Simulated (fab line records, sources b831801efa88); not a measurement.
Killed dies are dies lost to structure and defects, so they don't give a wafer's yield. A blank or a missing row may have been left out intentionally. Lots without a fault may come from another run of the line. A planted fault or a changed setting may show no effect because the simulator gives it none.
A lot that was struck, set against a sound lot    flow sky130    14 out of 708 route steps
Sound: wafers L869.2, L869.4, L869.6. Wafers L875.1, L875.2, L875.3 were the ones struck. The cause is given at the end.
Per side, at each step with rows, come the tool, then ch with its chambers, and then its first start. Under that, the readings that differ: sound wafers    struck wafers    difference of the means    sigmas: that difference in standard deviations of wafers without a fault.
alike: readings with means less than 2 such deviations apart, plus words and numbers identical on both sides. not compared: withheld readings, readings lacking a value on some wafer, bounds such as >300 that could conceal the same value, and numbers that have no deviation in the record and whose values overlap.
Wherever a step has rows on one side only, a row that says differs or no value, or a row with sigmas, the two part there. Numbers that don't overlap but have no deviation are shown without sigmas and don't part them. A reading missing from all wafers of one side parts the sides only when that side holds two or more wafers.

SKY_SONOS_ONO_OVL_MEAS_14:
  sound: overlay-01 at day 17 03:41; struck: overlay-01 at day 19 07:04
  alike: SONOS_ONO_OVL
SKY_SONOS_ONO_ETCH_15: etches the open film in CHF3/O2, target depth 19.52 nm, time 7.8 s.
  sound on rie diel-02 ch 1,2,3, day 17 03:43; struck on rie diel-03 ch 0,2,3, day 19 07:07
  alike: drypump motor current A, oes product au, throttle valve pct
  not compared: rf hours counter h
then, 1 step without rows for these wafers: SKY_SONOS_ONO_WET_ETCH_16 (etches SiO2 in dHF, target depth 14 nm, time 280 s).
SKY_SONOS_ONO_STRIP_17: strips in O2/N2.
  sound on plasma asher-04 ch 0, day 17 03:50; struck on plasma asher-02 ch 0,1, day 19 07:13
reading                      sound           struck          difference  sigmas
drypump motor current A (A)  5.46 5.45 5.46  4.77 5.02 5.02  -0.52       -2
  alike: oes product au, strip time to endpoint s
  not compared: rf hours counter h
then, 3 steps without rows for these wafers: SKY_SONOS_ONO_WET_ETCH_18 (etches Si3N4 in H3PO4, target depth 15 nm, time 172 s); SKY_GATE_OXIDE_CLEAN_00 (cleans in SC1/SC2, time 150 s); SKY_GATE_OXIDE_OXIDATION_01 (stabilise 600 s, purge 300 s, target thk 10.268 nm).
SKY_GATE_OXIDE_THK_MEAS_02:
  sound: film metro-04 at day 17 05:34; struck: film metro-03 at day 19 08:56
  alike: GATE_OXIDE_OXIDATION_00_THK
then, 4 steps without rows for these wafers: SKY_GATE_OXIDE_DEHYDRATE_03 (time 60 s); SKY_GATE_OXIDE_HMDS_04 (prime time 60 s); SKY_GATE_OXIDE_COAT_05 (resist thk 1140 nm); SKY_GATE_OXIDE_SOFTBAKE_06 (time 60 s).
SKY_GATE_OXIDE_EXPOSE_07: exposes mask LVOM, target cd 600 nm.
  sound on iline stepper-01 ch 0, day 18 01:06; struck on iline stepper-02, day 20 01:46
  no value came back on the struck wafers for exposure dose mJ cm2, focus offset nm (nm); on the sound wafers exposure dose mJ cm2 reads 169.92 169.80 170.27
  alike: mask
after that, 1 step had no rows for these wafers: SKY_GATE_OXIDE_PEB_08.

== WHERE THEY PART ==
Last at SKY_GATE_OXIDE_EXPOSE_07 as far as this record goes, first at SKY_SONOS_ONO_STRIP_17.

WHY: what the simulator had put in
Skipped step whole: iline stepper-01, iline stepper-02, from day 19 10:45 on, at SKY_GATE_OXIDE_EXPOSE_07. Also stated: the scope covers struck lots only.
